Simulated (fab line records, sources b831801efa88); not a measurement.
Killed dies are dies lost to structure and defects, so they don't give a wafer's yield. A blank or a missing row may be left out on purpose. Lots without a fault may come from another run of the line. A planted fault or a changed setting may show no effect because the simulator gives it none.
Which tool did it? | flow sfq_line | 14 lots, 42 wafers sampled, at 1 step of a route of 325

WHAT THE GAUGES READ, wafer by wafer
The record holds no reading of a measuring or inspecting step that can be judged against a usual standard deviation.

WHICH TOOL RAN EACH LOT (tool, then ch and the chambers of the sampled wafers, then the start)
lot  | SFQ_TRILAYER_M2_LITHO_EXPOSE_058
L886 | krf_scanner-01 ch 0, day 16 15:55
L887 | krf_scanner-01 ch 0, day 16 23:07
L888 | krf_scanner-01 ch 0, day 17 06:19
L889 | krf_scanner-01 ch 0, day 17 12:19
L890 | krf_scanner-01 ch 0, day 17 21:30
L891 | krf_scanner-01 ch 0, day 18 13:54
L893 | krf_scanner-01 ch 0, day 19 09:42
L894 | krf_scanner-01 ch 0, day 19 17:42
L896 | krf_scanner-01 ch 0, day 20 18:48
L897 | krf_scanner-01 ch 0, day 21 20:59
L898 | krf_scanner-01 ch 0, day 22 00:23
L903 | krf_scanner-01, day 24 13:55
L904 | krf_scanner-01, day 24 17:43
L906 | krf_scanner-01 ch 0, day 25 18:43
- SFQ_TRILAYER_M2_LITHO_EXPOSE_058: exposes mask M2, target cd 500 nm.

WHAT THE TOOLS THEMSELVES READ (means of the sampled wafers that have a number; where no wafer has one, the mark that the record gives instead)
SFQ_TRILAYER_M2_LITHO_EXPOSE_058. Usual: exposure_dose_mJ_cm2 14.399, standard deviation 0.012; focus_offset_nm -0.1 nm, standard deviation 0.54; reticle_temp_C 23.01 C, standard deviation 0.1; stage_vel_mm_s 499.97 mm/s, standard deviation 0.25.
lot  | tool           | exposure_dose_mJ_cm2 | focus_offset_nm (nm) | reticle_temp_C (C) | stage_vel_mm_s (mm/s) | flag
L886 | krf_scanner-01 | 14.407               | -0.1                 | 23.06              | 500.13                |
L887 | krf_scanner-01 | 14.404               | 0.2                  | 23.05              | 499.86                |
L888 | krf_scanner-01 | 14.396               | 0.2                  | 22.98              | 500.21                |
L889 | krf_scanner-01 | 14.398               | -0.3                 | 23.00              | 499.77                |
L890 | krf_scanner-01 | 14.378               | -0.0                 | 23.00              | 499.75                |
L891 | krf_scanner-01 | 14.398               | -0.5                 | 22.96              | 500.08                |
L893 | krf_scanner-01 | 14.391               | -0.1                 | 22.92              | 499.96                |
L894 | krf_scanner-01 | 14.398               | -0.0                 | 22.86              | 499.85                |
L896 | krf_scanner-01 | 14.401               | 0.5                  | 23.18              | 500.10                |
L897 | krf_scanner-01 | 14.414               | 0.4                  | 23.12              | 499.85                |
L898 | krf_scanner-01 | 14.400               | -0.7                 | 23.12              | 500.15                |
L903 | krf_scanner-01 | -                    | -                    | -                  | -                     | OFF
L904 | krf_scanner-01 | -                    | -                    | -                  | -                     | OFF
L906 | krf_scanner-01 | 14.403               | 0.4                  | 22.92              | 499.99                |

THE ANSWER, worked out from the rows above alone
Rule: a lot is off if the mean of its wafers that have a number lies more than 3 standard deviations from the usual mean. A lot without any number at a reading at which 4 lots or more have one is off too. The other lots that the step has rows for count as sound. The gauges are gone through in route order, then the tools' own readings, and for those a lot's mean is taken as printed above. The first step at which some lot is off is used, and at that step the reading that is off furthest; a lot without a number counts as furthest.
Off: L903, L904, at SFQ_TRILAYER_M2_LITHO_EXPOSE_058 (exposure_dose_mJ_cm2). Without a number there: L903, L904.
A tool fits if, at that step or a process step before it, it ran every lot that is off, and no sound lot after the first of them. None of those tried fits.

WHAT THE SIMULATOR HAD PUT IN
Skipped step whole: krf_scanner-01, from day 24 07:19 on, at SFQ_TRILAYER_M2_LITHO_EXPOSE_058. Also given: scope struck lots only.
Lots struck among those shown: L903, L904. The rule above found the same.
